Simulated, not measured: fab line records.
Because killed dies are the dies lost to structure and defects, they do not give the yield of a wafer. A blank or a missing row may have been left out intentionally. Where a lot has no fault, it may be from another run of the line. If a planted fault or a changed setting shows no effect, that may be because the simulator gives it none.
Struck lot and sound lot, side by side + flow sky130 + 17 out of 708 route steps
Sound: these wafers, L896.2, L896.3, L896.5. Wafers struck: L906.1, L906.3, L906.4. At the end, the cause is stated.
Order at every step that has rows: each side's tool, ch and its chambers, its first start. Under that, the readings that differ: sound wafers + struck wafers + difference of the means + sigmas: that difference in standard deviations of wafers without a fault.
alike: words and numbers the same on both sides, and readings whose means are apart by under 2 such deviations; not compared: readings that were withheld, readings missing a value for some wafer, numbers with overlapping values and no deviation given by the record, and bounds like >300 which may hide the same value.
A row with sigmas, a row that says differs or no value, or rows on one side alone: a step with any of these is where the two part. Numbers that don't overlap but have no deviation are shown without sigmas and don't part them. A reading that every wafer of one side lacks parts them only if that side has two wafers or more.

SKY_LDD_HVP_TW_MEAS_10:
  sound on filmMetro-04, day 22 15:56; struck on filmMetro-04, day 26 17:25
  alike: LDD_HVP_TW
then, 7 steps without rows for these wafers: SKY_LDD_LDN_DEHYDRATE_00 (time 60 s); SKY_LDD_LDN_HMDS_01 (prime time 60 s); SKY_LDD_LDN_COAT_02 (resist thk 1140 nm); SKY_LDD_LDN_SOFTBAKE_03 (time 60 s); SKY_LDD_LDN_EXPOSE_04 (exposes mask LDNTM, target cd 700 nm); SKY_LDD_LDN_PEB_05; SKY_LDD_LDN_DEVELOP_06 (develop time 60 s).
SKY_LDD_LDN_OVL_MEAS_07:
  sound on overlay-02, day 23 21:32; struck on overlay-02, day 27 22:33
  alike: LDD_LDN_OVL
then, 3 steps without rows for these wafers: SKY_LDD_LDN_IMPLANT_08; SKY_LDD_LDN_IMPLANT_09; SKY_LDD_LDN_IMPLANT_10.
SKY_LDD_LDN_IMPLANT_11:
  sound on implanter-03 ch 0, day 23 22:03; struck on implanter-03 ch 0, day 27 23:02
| reading          | sound                            | struck                      | difference | sigmas      |
|------------------|----------------------------------|-----------------------------|------------|-------------|
| doseIonsCm2      | 1.2498e+13 1.2514e+13 1.2504e+13 | 7.667e+12 7.7e+12 7.675e+12 | -4.825e+12 | -99 or more |
| faradayCurrentUA | 71.4 71.3 70.7                   | 44.6 43.0 44.5              | -27.1      | -19         |
  alike: beamOnS, rotationDeg
SKY_LDD_LDN_STRIP_12: strips in O2/N2.
  sound on plasmaAsher-02 ch 0,1, day 23 22:10; struck on plasmaAsher-03 ch 0,1, day 27 23:11
  alike: chamberPressureMTorr, drypumpMotorCurrentA, oesProductAu, stripTimeToEndpointS
  not compared: rfHoursCounterH
SKY_LDD_LDN_TW_MEAS_13:
  sound on filmMetro-01, day 23 22:17; struck on filmMetro-02, day 27 23:17
| reading    | sound          | struck         | difference | sigmas |
|------------|----------------|----------------|------------|--------|
| LDD_LDN_TW | 1503 1496 1499 | 1428 1428 1418 | -75        | -5     |
then, 1 step without rows for these wafers: SKY_LDD_LDN_CLEAN_14 (cleans in SC1/SC2, time 150 s).
-- the record jumps here: 21 days lie between the struck wafers' starts before and after (it left off in module LDD_LDN and takes up again in module PAD_OPEN, whose first step shown is number 708 of the route) --
SKY_PAD_OPEN_PROBE_99:
  sound on prober-02, day 46 13:04; struck on prober-02, day 49 07:22
| reading                      | sound          | struck         | difference | sigmas |
|------------------------------|----------------|----------------|------------|--------|
| model.etest.tipSonos.rsOhmSq | 2651 2643 2623 | 2714 2690 2805 | +97        |        |
  alike: killed_at_M0_to_M3, killed_at_M4_up, killedAtContacts, killedAtFrontEnd, killedAtOther, killedDies, killedOpen, killedShort

## WHERE THEY PART
At SKY_LDD_LDN_IMPLANT_11 first; at SKY_LDD_LDN_TW_MEAS_13 last (within this record only). Later steps at which nothing parts them and some readings are alike: SKY_PAD_OPEN_PROBE_99.

WHY: whatever the simulator had introduced
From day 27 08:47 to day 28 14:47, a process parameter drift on implanter-03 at SKY_LDD_LDN_IMPLANT_11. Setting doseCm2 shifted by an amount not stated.
